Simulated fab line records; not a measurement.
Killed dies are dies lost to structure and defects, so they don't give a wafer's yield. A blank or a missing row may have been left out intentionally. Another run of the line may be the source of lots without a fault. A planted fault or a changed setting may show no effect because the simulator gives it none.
fab line records	flow sky130
[record] lots = 6	wafers = 18	lastDay = 49
route steps=708 shown LDD_LDN@291 SPACER@304 POLY_CUT@307 SD_P@320 RES_XHIGH@332 PAD_OPEN@708
lots untouched by any fault: they come from a run of this same line in which no faults occurred
startH: the number of hours between the record's first day and the start of the first shown wafer of the lot	waitH: hours from the lot's prior step to this one	" same as the row above	L1.1+2: one row covering several wafers at once	- no value, or no start was given	* or withheld: withheld	< > ~ a bound
route shown NAME@n: names a module that has steps shown in the file, with the first one's number in the route	usual: average and standard deviation across the fault-free wafers	same: alike in all rows	chamber/n: place in a boat	sites: readings site by site	_std_site: how widely they spread, as a standard deviation	_edge_site: the outer-site mean with the inner-site mean subtracted	radiusMm: how far each site lies from the wafer's centre	mask NAME#n: copy n	behind: the most recent tool/chamber to have shaped the wafer	hold: the reason the lot was held/the length of the hold in hours/how it ended	device: which transistor (n, p or np) failed to switch	end of line: tests run on the same wafers once the route is complete	a step without rows: its recipe alone	killed: not the wafer's yield, but the dies lost to structure and defects at the first sort	map: a wafer's dies, x killed, . not, _ none there
set.NAME: setting as actually run; set.NAME@STEP: the setting as run at that earlier step	model.NAME: the simulator's own value behind a step, which no gauge read
lots at some steps of the route; a table a step, a row a wafer
services: from which hour (startH, from the record's first day; less than 0 if before it) a tool's chamber was out of use, for how many hours, and why
[[steps]]
[step SKY_LDD_LDN_COAT_02]
[recipe] resist = NOVOLAK	spinRpm = 3000	resistThkNm = 1140
[step SKY_LDD_LDN_SOFTBAKE_03]
[recipe] tempC = 90	timeS = 60	resist = NOVOLAK
[step SKY_LDD_LDN_EXPOSE_04]
[recipe] maskId = LDNTM	na = 0.6	sourceShape = conventional	sigmaOuter = 0.6	polarization = unpolarized	targetCdNm = 700	doseMj = 140
[step SKY_LDD_LDN_PEB_05]
[recipe] tempC = withheld	timeS = *	resist = NOVOLAK
[step SKY_LDD_LDN_DEVELOP_06]
[recipe] resist = NOVOLAK	developer = TMAH	developTimeS = 60	devTempC = 23
[step SKY_LDD_LDN_OVL_MEAS_07]
[usual] LDD_LDN_OVL = -1.2/1.4
lot.wafer	tool	chamber	startH	waitH	LDD_LDN_OVL[nm]
L329.2	overlay-01	-	531.49	0.1	-1.6
L329.4	"	-	"	"	-2.0
L329.5	"	-	"	"	0.3
L332.4	overlay-01	-	552.33	0.1	-1.6
L332.5	"	-	"	"	-1.9
L332.6	"	-	"	"	-2.3
L336.1	overlay-01	-	592.66	0.1	-1.3
L336.2	"	-	"	"	0.0
L336.5	"	-	"	"	-0.9
L337.3	overlay-02	-	595.27	0.1	-2.3
L337.5	"	-	"	"	-2.2
L337.6	"	-	"	"	-4.5
L344.1	overlay-01	-	651.86	0.1	-2.6
L344.2	"	-	"	"	-1.5
L344.6	"	-	"	"	-0.9
L348.2	overlay-01	-	686.54	0.1	-1.4
L348.5	"	-	"	"	0.3
L348.6	"	-	"	"	-1.4
[step SKY_LDD_LDN_IMPLANT_08]
[recipe] species = As	energyKev = 15	doseCm2 = 1.25e+13	tiltDeg = withheld	rotationDeg = 23
[step SKY_LDD_LDN_IMPLANT_09]
[recipe] species = As	energyKev = 15	doseCm2 = 1.25e+13	tiltDeg = withheld	rotationDeg = 113
[step SKY_LDD_LDN_IMPLANT_10]
[recipe] species = As	energyKev = 15	doseCm2 = 1.25e+13	tiltDeg = withheld	rotationDeg = 203
[step SKY_LDD_LDN_IMPLANT_11]
[recipe] species = As	energyKev = 15	doseCm2 = 1.25e+13	tiltDeg = withheld	rotationDeg = 293
[step SKY_LDD_LDN_STRIP_12]
[recipe] chemistry = O2/N2	powerW = 1400	pressureMtorr = 1500	platenTempC = withheld	o2FlowSccm = 3000	n2FlowSccm = 300	overashFraction = 0.5
[usual] drypumpMotorCurrentA = 5.9/0.38	n2FlowSccm = 300.0/0.78	oesProductAu = 0.716/0.0048	stripTimeToEndpointS = 14.17/0.041
lot.wafer	tool	chamber	startH	waitH	drypumpMotorCurrentA	n2FlowSccm	oesProductAu	rfHoursCounterH	stripTimeToEndpointS
L329.2	plasmaAsher-03	1	532.12	0.1	5.8	300.0	0.716	66	14.14
L329.4	"	1	"	"	5.8	299.3	0.722	-	14.10
L329.5	"	0	"	"	6.3	300.0	0.720	-	14.11
L332.4	plasmaAsher-01	0	552.98	0.1	6.1	299.2	0.716	-	14.15
L332.5	"	0	"	"	6.1	299.7	0.715	-	14.18
L332.6	"	1	"	"	5.4	301.0	0.718	-	14.21
L336.1	plasmaAsher-03	0	593.29	0.1	6.3	300.6	0.702	72	14.23
L336.2	"	1	"	"	5.8	301.1	0.719	72	14.23
L336.5	"	0	"	"	6.3	301.3	0.716	-	14.19
L337.3	plasmaAsher-03	1	595.93	0.1	5.8	299.4	0.725	-	14.16
L337.5	"	1	"	"	5.8	300.1	0.720	-	14.11
L337.6	"	0	"	"	6.3	299.7	0.713	-	14.09
L344.1	plasmaAsher-04	1	652.49	0.1	6.3	299.5	0.722	98	14.09
L344.2	"	0	"	"	5.3	301.0	0.716	98	14.10
L344.6	"	1	"	"	6.3	299.5	0.718	-	14.14
L348.2	plasmaAsher-01	0	687.17	0.1	6.1	299.3	0.718	57	14.22
L348.5	"	0	"	"	6.1	299.2	0.716	-	14.21
L348.6	"	1	"	"	5.4	299.4	0.710	-	14.23
[step SKY_LDD_LDN_TW_MEAS_13]
[usual] LDD_LDN_TW = 1469/11
lot.wafer	tool	chamber	startH	waitH	LDD_LDN_TW
L329.2	filmMetro-01	-	532.23	0.1	1481
L329.4	"	-	"	"	1478
L329.5	"	-	"	"	1480
L332.4	filmMetro-02	-	553.07	0.1	1454
L332.5	"	-	"	"	1456
L332.6	"	-	"	"	1456
L336.1	filmMetro-02	-	593.39	0.1	1466
L336.2	"	-	"	"	1459
L336.5	"	-	"	"	1459
L337.3	filmMetro-01	-	596.01	0.1	1480
L337.5	"	-	"	"	1488
L337.6	"	-	"	"	1483
L344.1	filmMetro-01	-	652.59	0.1	1489
L344.2	"	-	"	"	1488
L344.6	"	-	"	"	1481
L348.2	filmMetro-01	-	687.28	0.1	1485
L348.5	"	-	"	"	1473
L348.6	"	-	"	"	1474
[step SKY_LDD_LDN_CLEAN_14]
[recipe] chemistry = SC1/SC2	mix = 1:4:20	tempC = 70	timeS = 150	dry = n2Spin
lot.wafer	tool	chamber	startH	waitH
L329.2+4+5	wetBench-04	0	532.28	0.0
L332.4+5+6	wetBench-01	0	553.10	0.0
L336.1+2+5	wetBench-04	3	593.45	0.1
L337.3+5+6	wetBench-04	1	596.05	0.0
L344.1+2+6	wetBench-01	1	652.65	0.1
L348.2+5+6	wetBench-01	1	687.33	0.0
[step SKY_SPACER_CVD_00]
[recipe] material = Si3N4	precursor = DCS/NH3	targetThkNm = 43.1	tempC = 770	timeS = 740	pressureMtorr = 250
[step SKY_SPACER_THK_MEAS_01]
[recipe] reads = Si3N4_of_SPACER_CVD_00
[usual] SPACER_CVD_00_THK = 43.3/0.43
lot.wafer	tool	chamber	startH	waitH	SPACER_CVD_00_THK[nm]
L329.2	filmMetro-01	-	533.55	0.0	43.1
L329.4	"	-	"	"	43.5
L329.5	"	-	"	"	43.1
L332.4	filmMetro-01	-	554.39	0.0	43.1
L332.5	"	-	"	"	43.2
L332.6	"	-	"	"	43.1
L336.1	filmMetro-01	-	594.71	0.0	43.8
L336.2	"	-	"	"	44.0
L336.5	"	-	"	"	43.2
L337.3	filmMetro-03	-	597.36	0.0	44.6
L337.5	"	-	"	"	43.9
L337.6	"	-	"	"	43.8
L344.1	filmMetro-03	-	655.89	0.0	43.9
L344.2	"	-	"	"	43.2
L344.6	"	-	"	"	43.5
L348.2	filmMetro-04	-	688.94	0.0	43.6
L348.5	"	-	"	"	43.8
L348.6	"	-	"	"	43.6
[step SKY_SPACER_ETCHBACK_02]
[recipe] chemistry = CH3F/O2	target = Si3N4	stopOn = SiO2	sourceW = 400	biasW = 80	pressureMtorr = 25	ch3fFlowSccm = 40	O2_flow_sccm = 30	timeS = 46.7	targetDepthA = 450
[step SKY_POLY_CUT_DEHYDRATE_00]
[recipe] tempC = 200	timeS = 60
[step SKY_POLY_CUT_HMDS_01]
[recipe] primeTimeS = 60	primeTempC = 120
[step SKY_POLY_CUT_COAT_02]
[recipe] resist = BARC	tempC = withheld	timeS = withheld	spinRpm = 3000	resistThkNm = 60
[step SKY_POLY_CUT_COAT_03]
[recipe] resist = KrF-thick	spinRpm = 3000	resistThkNm = 450
[step SKY_POLY_CUT_SOFTBAKE_04]
[recipe] tempC = 100	timeS = 86.66	resist = KrF-thick
[step SKY_POLY_CUT_EXPOSE_05]
[recipe] maskId = NPCM	na = 0.8	sourceShape = annular	sigmaInner = 0.55	sigmaOuter = 0.85	targetCdNm = 270	doseMj = 32
[step SKY_POLY_CUT_PEB_06]
[recipe] pebTempC = withheld	pebTimeS = withheld	resist = KrF-thick
[step SKY_POLY_CUT_DEVELOP_07]
[recipe] developTimeS = 60	resist = KrF-thick	devTempC = 21
[step SKY_POLY_CUT_CD_MEAS_08]
[recipe] targetCdNm = 270
[usual] cdNm = 270.0/1.2
lot.wafer	tool	chamber	startH	waitH	cdNm
L329.2	cdSem-01	-	563.96	-	269.1
L329.4	"	-	"	"	269.1
L329.5	"	-	"	"	269.0
L332.4	cdSem-02	-	584.03	-	270.4
L332.5	"	-	"	"	270.4
L332.6	"	-	"	"	270.4
L336.1	cdSem-01	-	623.04	-	269.2
L336.2	"	-	"	"	268.5
L336.5	"	-	"	"	268.8
L337.3	cdSem-02	-	626.61	-	271.7
L337.5	"	-	"	"	269.8
L337.6	"	-	"	"	269.8
L344.1	cdSem-02	-	683.96	-	268.7
L344.2	"	-	"	"	270.7
L344.6	"	-	"	"	268.5
L348.2	cdSem-02	-	716.36	-	270.6
L348.5	"	-	"	"	271.7
L348.6	"	-	"	"	270.6
[step SKY_POLY_CUT_OVL_MEAS_09]
[usual] POLY_CUT_OVL = -3/5.7
lot.wafer	tool	chamber	startH	waitH	POLY_CUT_OVL[nm]
L329.2	overlay-02	-	564.06	0.1	-4
L329.4	"	-	"	"	-1
L329.5	"	-	"	"	1
L332.4	overlay-02	-	584.11	0.1	-5
L332.5	"	-	"	"	5
L332.6	"	-	"	"	0
L336.1	overlay-01	-	623.16	0.1	-7
L336.2	"	-	"	"	-11
L336.5	"	-	"	"	-11
L337.3	overlay-02	-	626.70	0.1	-9
L337.5	"	-	"	"	-15
L337.6	"	-	"	"	-14
L344.1	overlay-01	-	684.08	0.1	-1
L344.2	"	-	"	"	0
L344.6	"	-	"	"	-3
L348.2	overlay-01	-	716.46	0.1	5
L348.5	"	-	"	"	-6
L348.6	"	-	"	"	0
[step SKY_POLY_CUT_ETCH_10]
[recipe] chemistry = N2/H2	target = BARC	ionEnergyEv = 200	sourceW = 500	biasW = 100	pressureMtorr = 30	n2FlowSccm = 100	h2FlowSccm = 200	stopOn = SiO2	timeS = 45.9	targetDepthA = 600
[usual] drypumpMotorCurrentA = 5.8/0.41	h2FlowSccm = 199.9/0.58	n2FlowSccm = 100.03/0.28	oesProductAu = 0.854/0.0051	throttleValvePct = 13.225/0.0091
lot.wafer	tool	chamber	startH	waitH	drypumpMotorCurrentA	h2FlowSccm	n2FlowSccm	oesProductAu	rfHoursCounterH	throttleValvePct
L329.2	rieDiel-03	0	564.09	0.0	6.4	200.7	100.18	0.851	47	13.235
L329.4	"	3	"	"	6.3	200.9	100.23	0.855	6	13.224
L329.5	"	2	"	"	5.3	199.4	100.08	0.849	-	13.247
L332.4	rieDiel-02	0	584.13	0.0	5.9	200.9	100.44	0.854	16	13.223
L332.5	"	0	"	"	5.9	199.8	100.15	0.859	-	13.241
L332.6	"	1	"	"	5.1	200.7	99.40	0.850	-	13.228
L336.1	rieDiel-02	3	623.19	0.0	6.1	198.7	99.81	0.855	51	13.234
L336.2	"	1	"	"	5.1	200.0	99.96	0.855	9	13.231
L336.5	"	2	"	"	5.9	200.2	100.29	0.855	-	13.220
L337.3	rieDiel-01	3	626.73	0.0	5.8	199.9	100.13	0.860	16	13.221
L337.5	"	3	"	"	5.8	200.0	99.78	0.846	-	13.216
L337.6	"	0	"	"	6.4	200.0	99.94	0.847	-	13.215
L344.1	rieDiel-03	1	684.11	0.0	5.8	198.8	99.99	0.861	14	13.220
L344.2	"	2	"	"	5.3	200.7	99.71	0.862	12	13.225
L344.6	"	2	"	"	5.3	200.0	99.52	0.843	-	13.217
L348.2	rieDiel-01	0	716.49	0.0	6.3	200.1	100.22	0.853	17	13.227
L348.5	"	3	"	"	5.8	199.2	99.79	0.857	-	13.211
L348.6	"	1	"	"	5.3	199.8	99.90	0.844	-	13.214
[step SKY_POLY_CUT_ETCH_11]
[recipe] target = Si3N4	chemistry = CF4/CH2F2/Ar	stopOn = poly-Si	sourceW = 600	biasW = 150	pressureMtorr = 40	cf4FlowSccm = 40	ch2f2FlowSccm = 20	Ar_flow_sccm = 150	timeS = 42.5	targetDepthA = 600
[usual] drypumpMotorCurrentA = 5.8/0.41	oesProductAu = 0.831/0.0051	throttleValvePct = 14.993/0.0091
lot.wafer	tool	chamber	startH	waitH	drypumpMotorCurrentA	oesProductAu	rfHoursCounterH	throttleValvePct
L329.2	rieDiel-03	0	564.14	0.0	6.4	0.837	47	14.985
L329.4	"	3	"	"	6.3	0.841	6	14.986
L329.5	"	2	"	"	5.3	0.830	-	15.001
L332.4	rieDiel-02	0	584.17	0.0	5.9	0.832	16	15.003
L332.5	"	0	"	"	5.9	0.835	-	14.997
L332.6	"	1	"	"	5.1	0.825	-	14.994
L336.1	rieDiel-02	3	623.24	0.0	6.1	0.837	51	14.984
L336.2	"	1	"	"	5.1	0.829	9	14.992
L336.5	"	2	"	"	5.8	0.837	-	14.994
L337.3	rieDiel-01	3	626.77	0.0	5.7	0.830	16	14.967
L337.5	"	3	"	"	5.7	0.828	-	14.995
L337.6	"	0	"	"	6.3	0.833	-	14.980
L344.1	rieDiel-03	1	684.16	0.0	5.8	0.836	14	14.988
L344.2	"	2	"	"	5.3	0.831	12	15.004
L344.6	"	2	"	"	5.3	0.836	-	14.986
L348.2	rieDiel-01	0	716.54	0.0	6.4	0.831	17	15.017
L348.5	"	3	"	"	5.8	0.828	-	14.998
L348.6	"	1	"	"	5.3	0.824	-	14.988
[step SKY_POLY_CUT_STRIP_12]
[recipe] chemistry = O2/N2	powerW = 1400	pressureMtorr = 1500	platenTempC = withheld	o2FlowSccm = 3000	n2FlowSccm = 300	overashFraction = 0.5
[usual] drypumpMotorCurrentA = 5.9/0.34	n2FlowSccm = 300.2/0.92	oesProductAu = 0.452/0.0045	stripTimeToEndpointS = 5.353/0.019
lot.wafer	tool	chamber	startH	waitH	drypumpMotorCurrentA	n2FlowSccm	oesProductAu	rfHoursCounterH	stripTimeToEndpointS
L329.2	plasmaAsher-04	0	564.18	0.0	5.4	302.1	0.445	89	5.358
L329.4	"	0	"	"	5.4	300.6	0.447	-	5.375
L329.5	"	0	"	"	5.4	301.8	0.451	-	5.373
L332.4	plasmaAsher-01	1	584.24	0.1	5.4	298.5	0.449	-	5.362
L332.5	"	1	"	"	5.4	300.3	0.450	-	5.356
L332.6	"	0	"	"	6.1	299.5	0.448	-	5.348
L336.1	plasmaAsher-01	0	623.28	0.0	6.1	300.3	0.456	51	5.343
L336.2	"	1	"	"	5.4	300.2	0.457	51	5.359
L336.5	"	0	"	"	6.1	301.2	0.455	-	5.342
L337.3	plasmaAsher-02	0	626.84	0.1	6.0	300.7	0.454	-	5.355
L337.5	"	1	"	"	6.0	302.2	0.457	-	5.359
L337.6	"	0	"	"	5.9	300.6	0.455	-	5.338
L344.1	plasmaAsher-02	0	684.20	0.0	5.9	300.3	0.445	26	5.350
L344.2	"	1	"	"	6.0	300.0	0.458	26	5.344
L344.6	"	1	"	"	6.0	300.6	0.450	-	5.344
L348.2	plasmaAsher-02	0	716.58	0.0	5.9	300.9	0.451	29	5.345
L348.5	"	0	"	"	6.0	300.5	0.446	-	5.335
L348.6	"	1	"	"	6.0	300.1	0.456	-	5.346
[step SKY_SD_P_DEHYDRATE_00]
[recipe] tempC = 200	timeS = 60
[step SKY_SD_P_HMDS_01]
[recipe] primeTimeS = 60	primeTempC = 120
[step SKY_SD_P_COAT_02]
[recipe] resist = NOVOLAK	spinRpm = 3000	resistThkNm = 1140
[step SKY_SD_P_SOFTBAKE_03]
[recipe] tempC = 90	timeS = 60	resist = NOVOLAK
[step SKY_SD_P_EXPOSE_04]
[recipe] maskId = PSDM	na = 0.6	sourceShape = conventional	sigmaOuter = 0.6	polarization = unpolarized	targetCdNm = 380	doseMj = 138
[step SKY_SD_P_PEB_05]
[recipe] tempC = withheld	timeS = *	resist = NOVOLAK
[step SKY_SD_P_DEVELOP_06]
[recipe] resist = NOVOLAK	developer = TMAH	developTimeS = 60.8	devTempC = 23
[step SKY_SD_P_CD_MEAS_07]
[recipe] targetCdNm = 380
[usual] cdNm = 380.6/2.7
lot.wafer	tool	chamber	startH	waitH	cdNm
L329.2	cdSem-02	-	594.00	0.1	380.2
L329.4	"	-	"	"	378.7
L329.5	"	-	"	"	382.2
L332.4	cdSem-01	-	612.89	0.1	382.8
L332.5	"	-	"	"	381.9
L332.6	"	-	"	"	381.7
L336.1	cdSem-02	-	651.22	0.1	382.3
L336.2	"	-	"	"	380.8
L336.5	"	-	"	"	382.9
L337.3	cdSem-02	-	655.60	0.1	381.8
L337.5	"	-	"	"	382.6
L337.6	"	-	"	"	379.7
L344.1	cdSem-02	-	712.07	0.1	381.3
L344.2	"	-	"	"	382.5
L344.6	"	-	"	"	381.1
L348.2	cdSem-02	-	744.63	0.1	385.1
L348.5	"	-	"	"	383.7
L348.6	"	-	"	"	383.3
[step SKY_SD_P_OVL_MEAS_08]
[usual] SD_P_OVL = 0.2/1.2
lot.wafer	tool	chamber	startH	waitH	SD_P_OVL[nm]
L329.2	overlay-02	-	594.10	0.1	-0.9
L329.4	"	-	"	"	-1.7
L329.5	"	-	"	"	-0.1
L332.4	overlay-02	-	612.97	0.1	-0.3
L332.5	"	-	"	"	-0.7
L332.6	"	-	"	"	1.2
L336.1	overlay-01	-	651.34	0.1	0.8
L336.2	"	-	"	"	-0.1
L336.5	"	-	"	"	0.2
L337.3	overlay-02	-	655.69	0.1	0.8
L337.5	"	-	"	"	0.8
L337.6	"	-	"	"	2.5
L344.1	overlay-02	-	712.19	0.1	0.5
L344.2	"	-	"	"	0.7
L344.6	"	-	"	"	1.8
L348.2	overlay-02	-	744.73	0.1	1.1
L348.5	"	-	"	"	1.2
L348.6	"	-	"	"	1.0
[step SKY_SD_P_IMPLANT_09]
[recipe] species = BF2	energyKev = 20	doseCm2 = 3e+15	tiltDeg = 0
[step SKY_SD_P_STRIP_10]
[recipe] chemistry = O2/N2	powerW = 1400	pressureMtorr = 1500	platenTempC = withheld	o2FlowSccm = 3000	n2FlowSccm = 300	overashFraction = 0.5
[usual] drypumpMotorCurrentA = 5.96/0.27	n2FlowSccm = 300.1/0.85	oesProductAu = 0.617/0.0042	stripTimeToEndpointS = 17.49/0.039
lot.wafer	tool	chamber	startH	waitH	drypumpMotorCurrentA	n2FlowSccm	oesProductAu	rfHoursCounterH	stripTimeToEndpointS
L329.2	plasmaAsher-02	0	594.28	0.1	5.93	300.8	0.619	16	17.46
L329.4	"	1	"	"	6.01	299.4	0.615	-	17.47
L329.5	"	0	"	"	5.93	300.6	0.619	-	17.48
L332.4	plasmaAsher-02	1	613.17	0.1	6.05	300.6	0.615	-	17.54
L332.5	"	1	"	"	6.02	300.1	0.621	-	17.53
L332.6	"	0	"	"	5.94	299.6	0.623	-	17.51
L336.1	plasmaAsher-03	1	651.53	0.1	5.79	301.2	0.618	76	17.46
L336.2	"	0	"	"	6.33	298.7	0.618	76	17.45
L336.5	"	0	"	"	6.34	299.9	0.619	-	17.44
L337.3	plasmaAsher-02	1	655.90	0.1	6.03	299.3	0.606	-	17.46
L337.5	"	0	"	"	5.97	298.9	0.619	-	17.49
L337.6	"	1	"	"	6.03	299.8	0.616	-	17.48
L344.1	plasmaAsher-02	0	712.38	0.1	5.96	299.9	0.619	29	17.47
L344.2	"	1	"	"	6.02	299.9	0.618	29	17.51
L344.6	"	1	"	"	6.02	298.3	0.616	-	17.50
L348.2	plasmaAsher-03	1	744.91	0.1	5.78	299.3	0.622	86	17.51
L348.5	"	1	"	"	5.80	300.7	0.616	-	17.55
L348.6	"	0	"	"	6.35	300.6	0.616	-	17.51
[step SKY_SD_P_TW_MEAS_11]
[usual] SD_P_TW = 2799/13
lot.wafer	tool	chamber	startH	waitH	SD_P_TW
L329.2	filmMetro-03	-	594.39	0.1	2809
L329.4	"	-	"	"	2812
L329.5	"	-	"	"	2831
L332.4	filmMetro-04	-	613.26	0.1	2803
L332.5	"	-	"	"	2787
L332.6	"	-	"	"	2782
L336.1	filmMetro-03	-	651.63	0.1	2828
L336.2	"	-	"	"	2815
L336.5	"	-	"	"	2805
L337.3	filmMetro-02	-	655.98	0.1	2779
L337.5	"	-	"	"	2796
L337.6	"	-	"	"	2802
L344.1	filmMetro-04	-	712.48	0.1	2814
L344.2	"	-	"	"	2805
L344.6	"	-	"	"	2803
L348.2	filmMetro-04	-	745.02	0.1	2806
L348.5	"	-	"	"	2814
L348.6	"	-	"	"	2818
[step SKY_RES_XHIGH_DEHYDRATE_00]
[recipe] tempC = 200	timeS = 60
[step SKY_PAD_OPEN_PROBE_99]
[usual] killed_at_M0_to_M3 = 43/6.6	killed_at_M4_up = 3.4/1.8	killedAtContacts = 24/4.9	killedAtFrontEnd = 15/4.1	killedAtOther = 0.3/0.55	killedDies = 85/8.8	killedOnRim = 17/3.7	killedOpen = 46/6.1	killedShort = 39/5.7
[same] grossDies = 492	killedAtBackSide = 0
lot.wafer	tool	chamber	startH	waitH	killed_at_M0_to_M3	killed_at_M4_up	killedAtContacts	killedAtFrontEnd	killedAtOther	killedDies	killedOnRim	killedOpen	killedShort
L329.2	prober-02	-	1081.48	0.1	42	1	26	26	0	95	23	56	39
L329.4	prober-02	-	1081.58	0.2	46	2	25	29	1	103	18	60	43
L329.5	prober-02	-	1081.63	0.2	50	3	37	15	0	105	20	60	45
L337.3	prober-02	-	1124.96	0.2	40	3	17	15	0	75	9	36	39
L337.5	prober-02	-	1125.06	0.2	43	5	23	11	0	82	18	52	30
L337.6	prober-02	-	1125.11	0.2	43	5	20	13	2	83	17	46	37
L344.1	prober-01	-	1161.23	0.1	42	0	20	60	0	122	27	50	29
L344.2	prober-01	-	1161.28	0.1	45	3	22	53	0	123	23	41	37
L344.6	prober-01	-	1161.48	0.2	41	4	22	58	0	125	25	42	38
L348.2	prober-01	-	1183.56	0.1	56	5	18	58	0	137	32	47	49
L348.5	prober-01	-	1183.71	0.2	45	1	25	54	0	125	23	50	34
L348.6	prober-01	-	1183.76	0.2	52	6	21	56	0	135	34	45	46
// killed by level:class
L329.2 VIA1:geometricParticle:open=14 LI_CONTACT:geometricParticle:open=10 CONTACT:geometricParticle:open=9 VIA3:geometricParticle:open=9 FIELD_ISO:geometricParticle:short=6 FIELD_ISO:geometricParticle:open=6 POLY_GATE:geometricParticle:short=6 POLY_GATE:geometricParticle:open=4
L329.4 VIA1:geometricParticle:open=12 CONTACT:geometricParticle:open=11 FIELD_ISO:geometricParticle:open=8 VIA3:geometricParticle:open=8 CONTACT:geometricParticle:short=7 POLY_GATE:geometricParticle:short=7 METAL1:geometricParticle:short=6 METAL2:geometricParticle:short=6
L329.5 CONTACT:geometricParticle:open=17 VIA1:geometricParticle:open=16 VIA2:geometricParticle:open=8 CONTACT:geometricParticle:short=7 VIA3:geometricParticle:short=5 LI_CONTACT:geometricParticle:short=5 LI_CONTACT:geometricParticle:open=5 VIA1:geometricParticle:short=5
L337.3 VIA3:geometricParticle:open=9 CONTACT:geometricParticle:open=7 LI_CONTACT:geometricParticle:open=6 METAL2:geometricParticle:short=6 FIELD_ISO:geometricParticle:short=5 VIA2:geometricParticle:open=5 VIA2:geometricParticle:short=5 POLY_GATE:geometricParticle:short=4
L337.5 VIA1:geometricParticle:open=14 VIA3:geometricParticle:open=10 LI_CONTACT:geometricParticle:open=9 LOCAL_INTERCONNECT:geometricParticle:short=6 METAL1:geometricParticle:short=4 VIA2:geometricParticle:open=4 METAL3:geometricParticle:short=4 FIELD_ISO:geometricParticle:open=3
L337.6 VIA1:geometricParticle:open=9 VIA2:geometricParticle:open=9 LI_CONTACT:geometricParticle:open=6 METAL2:geometricParticle:short=6 VIA3:geometricParticle:open=6 CONTACT:geometricParticle:short=5 LOCAL_INTERCONNECT:geometricParticle:short=4 VIA1:geometricParticle:short=4
L344.1 LDD_LDN:unspecified=43 CONTACT:geometricParticle:open=12 VIA2:geometricParticle:open=10 VIA1:geometricParticle:open=7 METAL1:geometricParticle:short=6 FIELD_ISO:geometricParticle:open=5 POLY_GATE:geometricParticle:open=5 LOCAL_INTERCONNECT:geometricParticle:short=4
L344.2 LDD_LDN:unspecified=45 LI_CONTACT:geometricParticle:open=11 METAL1:geometricParticle:short=7 VIA1:geometricParticle:short=7 VIA1:geometricParticle:open=7 METAL2:geometricParticle:short=6 VIA3:geometricParticle:open=6 CONTACT:geometricParticle:open=5
L344.6 LDD_LDN:unspecified=45 VIA1:geometricParticle:open=10 CONTACT:geometricParticle:open=7 VIA2:geometricParticle:open=7 METAL1:geometricParticle:short=6 CONTACT:geometricParticle:short=5 METAL2:geometricParticle:short=5 POLY_GATE:geometricParticle:open=4
L348.2 LDD_LDN:unspecified=40 VIA1:geometricParticle:open=12 METAL1:geometricParticle:short=9 VIA1:geometricParticle:short=8 VIA3:geometricParticle:open=7 CONTACT:geometricParticle:open=7 POLY_GATE:geometricParticle:short=6 METAL2:geometricParticle:short=6
L348.5 LDD_LDN:unspecified=41 VIA1:geometricParticle:open=10 VIA3:geometricParticle:open=9 VIA2:geometricParticle:open=9 CONTACT:geometricParticle:open=8 LI_CONTACT:geometricParticle:open=6 CONTACT:geometricParticle:short=6 FIELD_ISO:geometricParticle:short=3
L348.6 LDD_LDN:unspecified=44 VIA1:geometricParticle:open=11 VIA2:geometricParticle:open=9 METAL1:geometricParticle:short=8 CONTACT:geometricParticle:open=7 METAL2:geometricParticle:short=6 CONTACT:geometricParticle:short=6 VIA3:geometricParticle:open=6
// map L344.6 (x killed, . not)
__________x.xxxxxxxx_________
________..x.xxxxxxxxxx_______
______.x....xxxxxxxxxx.._____
_____.......xxxxxxxxxx...____
____.....x....xxxxxx.x....___
___...........xx....x....x.__
__....x.x.x.x...x..........._
_.x......x...................
_......x...x.x..x.........x..
_.x.x.x......................
_...x....x..............x....
_.x..x..x..x..x............x.
_x...xx........x...x..xxx....
_.....x............x...x.xxx.
_.....x...xxx...x.....x..xx..
__...x...x..x.x.......x....._
___.x..........xx.xx..x..x.__
____.x.................xxx___
_____...x...x......x..x..____
______..x....x..x...x..._____
________....x........._______
__________........x._________
// map L348.2 (x killed, . not)
__________..xxxxxxxx_________
________..x.xxxxxxxxxx_______
______.x..xx.xxxxxxxxx.._____
_____.....x..xxxxxxx...xx____
____...x.....xxxxxxx.x....___
___.x.x.....xxx.xxx...xx.x.__
__..........x.....x........._
_..x.x....x.x................
_x..x....x..x..x.xx...x......
_.......x.x.....x...x........
_x.x........x.x..x.x.x..xx..x
_.x...x.....x.x........x...x.
_.........x.......x.........x
_.x............xx..x......x..
_.x...x..x....x.xx..x.......x
__..x..x..x.......x........._
___x.x.x..x.....xx.xx....xx__
____....x.................___
_____x.x......x.x.....x..____
______..x...........x..x_____
________........x....._______
__________.....xx..._________
[[services]]
tool	chamber	startH	hours	kind
plasmaAsher-03	-	574.38	0.4	repair
plasmaAsher-03	-	596.13	0.7	repair
plasmaAsher-03	-	597.59	18.5	repair
wetBench-04	-	598.58	85.0	repair
plasmaAsher-04	-	599.30	3.8	repair
plasmaAsher-02	-	600.76	0.3	repair
rieDiel-02	0	661.01	23.1	repair
plasmaAsher-04	-	663.99	4.2	repair
rieDiel-03	0	675.16	32.4	repair
rieDiel-02	-	683.77	0.5	repair
rieDiel-02	3	693.70	-	clean
rieDiel-02	3	693.70	11.9	scheduledDown
rieDiel-02	3	693.70	11.9	ventCycle
rieDiel-02	-	710.85	0.7	repair
rieDiel-01	-	713.85	1.7	repair
rieDiel-01	2	715.81	-	clean
rieDiel-01	2	715.81	18.2	scheduledDown
rieDiel-01	2	715.81	18.2	ventCycle
plasmaAsher-02	-	717.03	2.8	pm
plasmaAsher-02	-	721.55	6.8	repair
plasmaAsher-04	-	733.75	9.0	pm
rieDiel-03	0	737.99	-	clean
rieDiel-03	0	737.99	16.5	scheduledDown
rieDiel-01	3	744.20	2.4	repair
[[key]]
[firstSign] step = SKY_PAD_OPEN_PROBE_99	reading = killedAtFrontEnd	direction = up	sigmas = 10	usual = 15	struck = 56
[effect] step = SKY_PAD_OPEN_PROBE_99	reading = killedDies	direction = up	sigmas = 4.8	usual = 85	struck = 128
metAt SKY_LDD_LDN_CLEAN_14
struckWafers L344.1,L344.2,L344.6,L348.2,L348.5,L348.6
testerLeftOut L344,L348
onsetBetween 553.10 652.65
alsoFits time
[fault] kind = chamberParticleSource	tool = wetBench-01	chamber = -	onsetH = 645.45	steps = SKY_LDD_LDN_CLEAN_14	ratePerVisitCm2 = 1.4615	endH = 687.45
// testerLeftOut: of these lots the tester's yield and bins aren't shown, on N5 and GAA mostly nor the transistor test; their killed dies are dies lost to structure and defects alone, not to doping, threshold or leakage, so they don't give the yield
